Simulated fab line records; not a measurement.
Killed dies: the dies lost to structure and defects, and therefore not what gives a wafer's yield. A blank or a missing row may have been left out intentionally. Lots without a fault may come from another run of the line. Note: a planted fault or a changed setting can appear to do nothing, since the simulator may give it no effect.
What tool caused it? || flow sky130 || 13 lots, 39 wafers sampled, at 4 steps of a route of 708

== WHAT THE GAUGES READ, wafer by wafer ==
SKY_METAL5_THK_MEAS_06: measures by xrf. Usual: METAL5_ALCU_THK typically reads 1155 nm, with standard deviation 14.
{"lot": "L636", "measured": "day 43 00:52", "on": "film metro-02", "METAL5_ALCU_THK (nm)": "1144 1144 1151", "flag": ""}
{"lot": "L638", "measured": "day 43 11:19", "on": "film metro-03", "METAL5_ALCU_THK (nm)": "1169 1164 1166", "flag": ""}
{"lot": "L640", "measured": "day 44 07:02", "on": "film metro-03", "METAL5_ALCU_THK (nm)": "1147 1157 1146", "flag": ""}
{"lot": "L641", "measured": "day 44 10:13", "on": "film metro-04", "METAL5_ALCU_THK (nm)": "1161 1163 1142", "flag": ""}
{"lot": "L642", "measured": "day 44 22:56", "on": "film metro-02", "METAL5_ALCU_THK (nm)": "1142 1157 1154", "flag": ""}
{"lot": "L646", "measured": "day 46 00:25", "on": "film metro-04", "METAL5_ALCU_THK (nm)": "1123 1146 1129", "flag": ""}
{"lot": "L647", "measured": "day 46 11:04", "on": "film metro-04", "METAL5_ALCU_THK (nm)": "1153 1149 1146", "flag": ""}
{"lot": "L653", "measured": "day 47 15:55", "on": "film metro-03", "METAL5_ALCU_THK (nm)": "1150 1165 1162", "flag": ""}
{"lot": "L654", "measured": "day 47 23:51", "on": "film metro-04", "METAL5_ALCU_THK (nm)": "1151 1150 1148", "flag": ""}
{"lot": "L655", "measured": "day 48 00:09", "on": "film metro-02", "METAL5_ALCU_THK (nm)": "1168 1146 1158", "flag": ""}
{"lot": "L656", "measured": "day 48 04:20", "on": "film metro-04", "METAL5_ALCU_THK (nm)": "1153 1144 1160", "flag": ""}
{"lot": "L657", "measured": "day 48 07:14", "on": "film metro-04", "METAL5_ALCU_THK (nm)": "1145 1146 1144", "flag": ""}
{"lot": "L659", "measured": "day 48 22:22", "on": "film metro-03", "METAL5_ALCU_THK (nm)": "1162 1157 1172", "flag": ""}

SKY_PASSIVATION_THK_MEAS_01. Usual: PASSIVATION_CVD_00_THK typically reads 89.6 nm, with standard deviation 1.3.
{"lot": "L636", "measured": "day 44 00:52", "on": "film metro-01", "PASSIVATION_CVD_00_THK (nm)": "90.5 91.0 88.8", "flag": ""}
{"lot": "L638", "measured": "day 44 10:52", "on": "film metro-03", "PASSIVATION_CVD_00_THK (nm)": "89.8 87.9 89.3", "flag": ""}
{"lot": "L640", "measured": "day 45 05:53", "on": "film metro-02", "PASSIVATION_CVD_00_THK (nm)": "90.0 90.9 90.1", "flag": ""}
{"lot": "L641", "measured": "day 45 08:31", "on": "film metro-01", "PASSIVATION_CVD_00_THK (nm)": "86.8 88.3 91.2", "flag": ""}
{"lot": "L642", "measured": "day 45 20:58", "on": "film metro-03", "PASSIVATION_CVD_00_THK (nm)": "90.3 91.2 90.1", "flag": ""}
{"lot": "L646", "measured": "day 46 21:47", "on": "film metro-01", "PASSIVATION_CVD_00_THK (nm)": "88.1 89.5 88.9", "flag": ""}
{"lot": "L647", "measured": "day 47 08:14", "on": "film metro-01", "PASSIVATION_CVD_00_THK (nm)": "88.8 88.7 90.8", "flag": ""}
{"lot": "L653", "measured": "day 48 11:36", "on": "film metro-03", "PASSIVATION_CVD_00_THK (nm)": "88.5 87.2 89.1", "flag": ""}
{"lot": "L654", "measured": "day 48 19:34", "on": "film metro-03", "PASSIVATION_CVD_00_THK (nm)": "89.3 89.1 90.4", "flag": ""}
{"lot": "L655", "measured": "day 48 20:14", "on": "film metro-02", "PASSIVATION_CVD_00_THK (nm)": "87.1 90.1 90.3", "flag": ""}
{"lot": "L656", "measured": "day 48 23:32", "on": "film metro-03", "PASSIVATION_CVD_00_THK (nm)": "88.3 89.7 90.0", "flag": ""}
{"lot": "L657", "measured": "day 49 02:41", "on": "film metro-02", "PASSIVATION_CVD_00_THK (nm)": "87.5 87.9 91.0", "flag": ""}
{"lot": "L659", "measured": "day 49 17:06", "on": "film metro-03", "PASSIVATION_CVD_00_THK (nm)": "87.9 92.3 90.0", "flag": ""}

== WHAT TOOL EACH LOT RAN ON (gives the tool, then ch and the chambers of the sampled wafers, and finally the start) ==
{"lot": "L636", "SKY_NWELL_CLEAN_27": "wet bench-01 ch 3, day 5 05:20", "SKY_VIA4_STRIP_13": "plasma asher-04 ch 0,1, day 42 23:17"}
{"lot": "L638", "SKY_NWELL_CLEAN_27": "wet bench-03 ch 2, day 5 16:49", "SKY_VIA4_STRIP_13": "plasma asher-04 ch 0,1, day 43 09:35"}
{"lot": "L640", "SKY_NWELL_CLEAN_27": "wet bench-02 ch 0, day 6 09:52", "SKY_VIA4_STRIP_13": "plasma asher-01 ch 0,1, day 44 04:50"}
{"lot": "L641", "SKY_NWELL_CLEAN_27": "wet bench-02 ch 0, day 6 12:37", "SKY_VIA4_STRIP_13": "plasma asher-01 ch 0,1, day 44 08:21"}
{"lot": "L642", "SKY_NWELL_CLEAN_27": "wet bench-02 ch 2, day 6 20:47", "SKY_VIA4_STRIP_13": "plasma asher-03 ch 0,1, day 44 21:20"}
{"lot": "L646", "SKY_NWELL_CLEAN_27": "wet bench-03 ch 3, day 8 00:20", "SKY_VIA4_STRIP_13": "plasma asher-01 ch 0,1, day 45 22:49"}
{"lot": "L647", "SKY_NWELL_CLEAN_27": "wet bench-02 ch 0, day 8 10:22", "SKY_VIA4_STRIP_13": "plasma asher-03 ch 0,1, day 46 09:29"}
{"lot": "L653", "SKY_NWELL_CLEAN_27": "wet bench-01 ch 3, day 9 17:49", "SKY_VIA4_STRIP_13": "plasma asher-03 ch 0,1, day 47 14:20"}
{"lot": "L654", "SKY_NWELL_CLEAN_27": "wet bench-01 ch 1, day 10 00:58", "SKY_VIA4_STRIP_13": "plasma asher-04 ch 0,1, day 47 22:15"}
{"lot": "L655", "SKY_NWELL_CLEAN_27": "wet bench-01 ch 1, day 10 06:52", "SKY_VIA4_STRIP_13": "plasma asher-01 ch 0,1, day 47 22:33"}
{"lot": "L656", "SKY_NWELL_CLEAN_27": "wet bench-01 ch 3, day 10 09:04", "SKY_VIA4_STRIP_13": "plasma asher-04 ch 0,1, day 48 02:46"}
{"lot": "L657", "SKY_NWELL_CLEAN_27": "wet bench-02 ch 0, day 10 16:58", "SKY_VIA4_STRIP_13": "plasma asher-03 ch 0,1, day 48 05:40"}
{"lot": "L659", "SKY_NWELL_CLEAN_27": "wet bench-02 ch 2, day 11 02:28", "SKY_VIA4_STRIP_13": "plasma asher-01 ch 0, day 48 20:47"}
- SKY_NWELL_CLEAN_27: cleans in SC1/SC2, time 150 s.
- SKY_VIA4_STRIP_13: strips in O2/N2.

== AS READ BY THE TOOLS THEMSELVES (means over the sampled wafers that have a number; for cases with no such wafer, the mark the record gives instead) ==
SKY_VIA4_STRIP_13. Usual: drypump motor current A 5.9 A, standard deviation 0.35; oes product au 0.709 a.u., standard deviation 0.0048; strip time to endpoint s 12.800 s, standard deviation 0.027.
{"lot": "L636", "tool": "plasma asher-04", "drypump motor current A (A)": 6.0, "oes product au (a.u.)": 0.710, "strip time to endpoint s (s)": 12.796, "flag": ""}
{"lot": "L638", "tool": "plasma asher-04", "drypump motor current A (A)": 5.8, "oes product au (a.u.)": 0.711, "strip time to endpoint s (s)": 12.817, "flag": ""}
{"lot": "L640", "tool": "plasma asher-01", "drypump motor current A (A)": 5.9, "oes product au (a.u.)": 0.708, "strip time to endpoint s (s)": 12.787, "flag": ""}
{"lot": "L641", "tool": "plasma asher-01", "drypump motor current A (A)": 5.9, "oes product au (a.u.)": 0.713, "strip time to endpoint s (s)": 12.797, "flag": ""}
{"lot": "L642", "tool": "plasma asher-03", "drypump motor current A (A)": 6.2, "oes product au (a.u.)": 0.708, "strip time to endpoint s (s)": 12.833, "flag": ""}
{"lot": "L646", "tool": "plasma asher-01", "drypump motor current A (A)": 5.7, "oes product au (a.u.)": 0.710, "strip time to endpoint s (s)": 12.804, "flag": ""}
{"lot": "L647", "tool": "plasma asher-03", "drypump motor current A (A)": 6.2, "oes product au (a.u.)": 0.709, "strip time to endpoint s (s)": 12.803, "flag": ""}
{"lot": "L653", "tool": "plasma asher-03", "drypump motor current A (A)": 6.0, "oes product au (a.u.)": 0.713, "strip time to endpoint s (s)": 12.791, "flag": ""}
{"lot": "L654", "tool": "plasma asher-04", "drypump motor current A (A)": 6.0, "oes product au (a.u.)": 0.714, "strip time to endpoint s (s)": 12.795, "flag": ""}
{"lot": "L655", "tool": "plasma asher-01", "drypump motor current A (A)": 5.9, "oes product au (a.u.)": 0.709, "strip time to endpoint s (s)": 12.811, "flag": ""}
{"lot": "L656", "tool": "plasma asher-04", "drypump motor current A (A)": 5.8, "oes product au (a.u.)": 0.710, "strip time to endpoint s (s)": 12.832, "flag": ""}
{"lot": "L657", "tool": "plasma asher-03", "drypump motor current A (A)": 6.2, "oes product au (a.u.)": 0.707, "strip time to endpoint s (s)": 12.799, "flag": ""}
{"lot": "L659", "tool": "plasma asher-01", "drypump motor current A (A)": 5.4, "oes product au (a.u.)": 0.711, "strip time to endpoint s (s)": 12.797, "flag": ""}

== THE ANSWER, worked out from the rows above alone ==
Rule: lot off if the mean of its wafers having a number is beyond 3 standard deviations from the usual mean. A lot without any number at a reading at which 4 lots or more have one is off too. All remaining lots with rows at the step are treated as sound. First the gauges in route order, then the tools' own readings, where a lot's mean is used as printed above. The first step at which some lot is off is used, and at that step the reading that is off furthest; a lot without a number counts as furthest.
No lot is off at any reading shown: from this, nothing can be told.

== WHAT THE SIMULATOR HAD PUT IN ==
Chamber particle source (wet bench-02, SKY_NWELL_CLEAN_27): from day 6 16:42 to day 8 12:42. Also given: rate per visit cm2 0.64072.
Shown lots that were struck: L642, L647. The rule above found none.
